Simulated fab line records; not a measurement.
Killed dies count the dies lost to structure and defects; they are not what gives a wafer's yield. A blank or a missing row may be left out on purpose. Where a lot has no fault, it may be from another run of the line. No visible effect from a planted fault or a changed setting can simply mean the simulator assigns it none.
Comparing a struck lot with a sound one -- flow sky130 -- 23 out of 708 route steps
Sound: the wafers L212.2, L212.4, L212.6. Wafers struck: L208.2, L208.4, L208.6. The cause is given at the end.
Order at every step that has rows: each side's tool, ch and its chambers, its first start. Under that, the readings that differ: sound wafers -- struck wafers -- difference of the means -- sigmas: that difference in standard deviations of wafers without a fault.
alike: a reading whose means differ by less than 2 such deviations, as well as words and numbers matching on both sides. not compared: withheld readings; readings where some wafer has no value; bounds like >300 that might hide an equal value; numbers whose values overlap and for which the record gives no deviation.
A row with sigmas, a row that says differs or no value, or rows on one side alone: a step with any of these is where the two part. When numbers do not overlap yet have no deviation, they are printed without sigmas and do not part them. Lack of a reading on every wafer of one side parts them only where that side has two or more wafers.

first, 1 step without rows for these wafers: SKY_CAPM_DEVELOP_11 (develop time 60 s).
SKY_CAPM_OVL_MEAS_12:
  sound on overlay-01 at day 42 15:07; struck on overlay-01 at day 41 22:49
  alike: CAPM_OVL
SKY_CAPM_METAL_ETCH_13: etches TiN in Cl2/BCl3, stops on SiO2, target depth 220 nm, time 62.9 s.
  sound on rie_metal-01 ch 0, day 42 15:08; struck on rie_metal-01 ch 0,1, day 41 22:50
reading,sound,struck,difference,sigmas
bias_w (W),48.53 48.79 48.49,48.48 48.24 48.12,-0.32,-2
  alike: drypump_motor_current_A, oes_product_au, throttle_valve_pct
  not compared: rf_hours_counter_h
SKY_CAPM_STRIP_14: strips in O2/N2.
  sound on plasma_asher-04 ch 0,1, day 42 15:13; struck on plasma_asher-03 ch 0,1, day 41 22:55
  alike: drypump_motor_current_A, oes_product_au, strip_time_to_endpoint_s
  not compared: rf_hours_counter_h
then, 8 steps without rows for these wafers: SKY_CAPM_STRIP_15 (strips in post etch residue remover, time 1200 s); SKY_CAPM_CLEAN_16 (cleans in IPA, time 180 s); SKY_CAPM_CLEAN_17 (cleans in O3/DIW); SKY_METAL3_DEHYDRATE_05 (time 60 s); SKY_METAL3_HMDS_06 (prime time 60 s); SKY_METAL3_COAT_07 (resist thk 60 nm); SKY_METAL3_COAT_08 (resist thk 1140 nm); SKY_METAL3_SOFTBAKE_09 (time 90 s).
SKY_METAL3_EXPOSE_10: exposes mask MM3, target cd 300 nm.
  sound on krf_scanner-02 ch 0, day 43 04:59; struck on krf_scanner-01 ch 0, day 42 11:10
reading,sound,struck,difference,sigmas
exposure_dose_mJ_cm2,28.05 28.04 27.99,26.86 26.89 26.89,-1.15,-27
  alike: mask, focus_offset_nm, reticle_temp_C
then, 2 steps without rows for these wafers: SKY_METAL3_PEB_11; SKY_METAL3_DEVELOP_12 (develop time 60 s).
SKY_METAL3_CD_MEAS_13: the cd target is 300 nm.
  sound on cd_sem-02 at day 43 16:02; struck on cd_sem-01 at day 42 23:34
reading,sound,struck,difference,sigmas
cd_nm (nm),299.4 299.9 299.5,305.4 305.1 305.7,+5.8,+3
SKY_METAL3_OVL_MEAS_14:
  sound on overlay-02 at day 43 16:09; struck on overlay-02 at day 42 23:40
  alike: METAL3_OVL
SKY_METAL3_DESCUM_15: chemistry O2, time 8 s.
  sound on rie_metal-04 ch 0, day 43 16:11; struck on rie_metal-04 ch 0,1, day 42 23:42
reading,sound,struck,difference,sigmas
model.METAL3.cd_nm (nm),299.7 300.1 299.4,306 305.1 305.4,+6,
  alike: drypump_motor_current_A, oes_product_au
  not compared: rf_hours_counter_h
SKY_METAL3_ETCH_16: etches BARC in N2/H2, stops on SiO2, time 88.2 s, target depth 60 nm.
  sound on rie_metal-04 ch 0, day 43 16:17; struck on rie_metal-04 ch 0,1, day 42 23:44
  alike: bias_w, drypump_motor_current_A, oes_product_au, throttle_valve_pct
  not compared: rf_hours_counter_h
SKY_METAL3_ETCH_17: etches SiO2 in C4F8/O2/Ar, stops on TiN, time 3.9 s, target depth 15 nm.
  sound on rie_diel-03 ch 0,1, day 43 16:26; struck on rie_diel-02 ch 0,2,3, day 42 23:50
  alike: bias_w, oes_product_au
  not compared: rf_hours_counter_h
SKY_METAL3_METAL_ETCH_18: etches the open film in Cl2/BCl3, stops on SiO2, target depth 845 nm, time 183.1 s.
  sound on rie_metal-03 ch 1, day 43 16:28; struck on rie_metal-01 ch 0,1, day 42 23:51
  alike: bias_w, drypump_motor_current_A, oes_product_au, throttle_valve_pct
  not compared: rf_hours_counter_h, model.METAL3.cd_nm
SKY_METAL3_STRIP_19: strips in O2/N2.
  sound on plasma_asher-01 ch 0,1, day 43 16:38; struck on plasma_asher-02 ch 0,1, day 43 00:02
  alike: drypump_motor_current_A, oes_product_au, strip_time_to_endpoint_s
  not compared: rf_hours_counter_h
-- the record jumps here: 6 days lie between the struck wafers' starts before and after (it left off in module METAL3 and takes up again in module PAD_OPEN, whose first step shown is number 708 of the route) --
SKY_PAD_OPEN_PROBE_99:
  sound on prober-01 at day 49 22:26; struck on prober-02 at day 49 09:58
  alike: defect_limited_yield, killed_at_M0_to_M3, killed_at_M4_up, killed_at_contacts, killed_at_front_end, killed_at_other, killed_dies, killed_open, killed_short, sort_bin_3_pad_short, sort_bin_5_function, sort_bin_6_memory, sort_n_pass, sort_yield_pct
  not compared: model.etest.met3.width_nm, model.etest.met3.line_ohm_um

== WHERE THEY PART ==
Last at SKY_METAL3_CD_MEAS_13 as far as this record goes, first at SKY_CAPM_METAL_ETCH_13. Later steps at which nothing parts them and some readings are alike: SKY_METAL3_OVL_MEAS_14, SKY_METAL3_DESCUM_15, SKY_METAL3_ETCH_16, SKY_METAL3_ETCH_17, SKY_METAL3_METAL_ETCH_18, SKY_METAL3_STRIP_19, SKY_PAD_OPEN_PROBE_99.

WHY: what had been put in by the simulator
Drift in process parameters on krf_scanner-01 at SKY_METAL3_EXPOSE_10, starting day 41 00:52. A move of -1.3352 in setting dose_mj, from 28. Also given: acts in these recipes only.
